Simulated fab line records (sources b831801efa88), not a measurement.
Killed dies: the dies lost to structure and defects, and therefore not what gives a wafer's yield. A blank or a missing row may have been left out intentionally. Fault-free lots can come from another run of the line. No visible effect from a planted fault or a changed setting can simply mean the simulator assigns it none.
Code-filled problem report in 8D (eight disciplines) form -- flow sky130 -- the parts of the form that need people (team, actions taken, sign-off) are left out

== 1. WHAT IS WRONG ==
Wafers free of any fault read 0.335 ohm/sq (standard deviation 0.0034) for CONTACT_W_RS at SKY_CONTACT_RS_MEAS_25, against a mean of 0.410 ohm/sq on 6 wafers of 4 lots. Relative to the usual mean, that is a shift of +22 standard deviations.
The step: measures by four-point-probe.
The first sign was on wafer L918.2 at day 34 05:17, on film metro-02. The record has a number at this step for 33 wafers belonging to 11 lots. Rule for "out" (also "out of limits"): further than 4 standard deviations from the usual mean. The other wafers with a number count as sound.

== 2. WHAT IT IS, WHAT IT ISN'T ==
question,is,is not
which readings at this step,CONTACT_W_RS,-
which lots,"L918, L919, L920, L922","L911, L913, L925, L928, L932, L933, L934"
which wafers of those lots,"L918.2, L919.6, L920.3, L920.5, L922.2, L922.4","L918.1, L918.4, L919.2, L919.4, L920.4, L922.3"
read on which gauges,"film metro-02, film metro-03",film metro-01
when,from day 34 05:17,"up to then (8 sound wafers); but 19 sound wafers of L919, L920, L922, L925, L928, L932, L933, L934 came after"

== 3. SUSPECTS, AND WHAT RULES EACH OUT ==
Counting: any tool at a process step up to the reading remains a suspect provided it ran every lot that is out. Sound lots after the first of them don't rule it out here, since some wafers of a struck lot are sound.
- the gauge at SKY_CONTACT_RS_MEAS_25 has been ruled out. 2 gauges (film metro-02, film metro-03) read the wafers that are out.
- cvd w-02 at SKY_CONTACT_CVD_24 (deposits W, target thk 340 nm, time 102.12 s): kept. Every lot that is out went through it, the first being L918 (day 34 05:11); the last sound lot it ran before that was L913 (day 32 03:35).
- Within cvd w-02 at SKY_CONTACT_CVD_24: the wafers that are out ran in chamber 0; their sound lot-mates ran in chamber 1.
Remaining after the count: cvd w-02 at SKY_CONTACT_CVD_24.

== 4. THE CAUSE (what the simulator had put in) ==
cvd w-02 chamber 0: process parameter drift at SKY_CONTACT_CVD_24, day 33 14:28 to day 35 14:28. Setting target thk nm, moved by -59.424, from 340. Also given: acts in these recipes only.
This tool alone remained once counting was done.

== 5. THE CHAIN OF EFFECTS, in route order ==
Each row: a reading whose mean over the struck wafers that have a number lies more than 3 standard deviations from the usual. Readings are gone through only where the record gives a usual standard deviation; hours: the median, over the lots, of the time from a lot's start at the first step in this table giving one to that lot's start at this step; sigmas: the change measured in usual standard deviations.
hours,step,reading,usual,on struck wafers,change,sigmas
0,SKY_CONTACT_RS_MEAS_25,CONTACT_W_RS,0.335 ohm/sq,0.410,+0.075,+22
0,SKY_CONTACT_THK_MEAS_26,CONTACT_W_THK,354 nm,291,-63,-13
0,SKY_CONTACT_CMP_27,time to endpoint s,82 s,68,-14,-4.3
It contains these process steps:
- SKY_CONTACT_CMP_27: polishes, stops on SiO2, t overpolish 15 s, target thk 0 nm.

== 6. HOW IT WOULD HAVE BEEN CAUGHT EARLIER ==
In this record the first reading out of limits at a measuring or inspecting step was taken at day 34 05:17, 15 hours after the fault began at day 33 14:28.
An alarm limit of 4 standard deviations would not have fired on the tool readings at SKY_CONTACT_CVD_24 for which the record gives a usual standard deviation, since none of them was out on any struck wafer.
L919, L920, L922, from the lots that are out (4), started SKY_CONTACT_CVD_24 on cvd w-02 later than day 34 05:17. A hold on the tool at that time would have spared those 3.
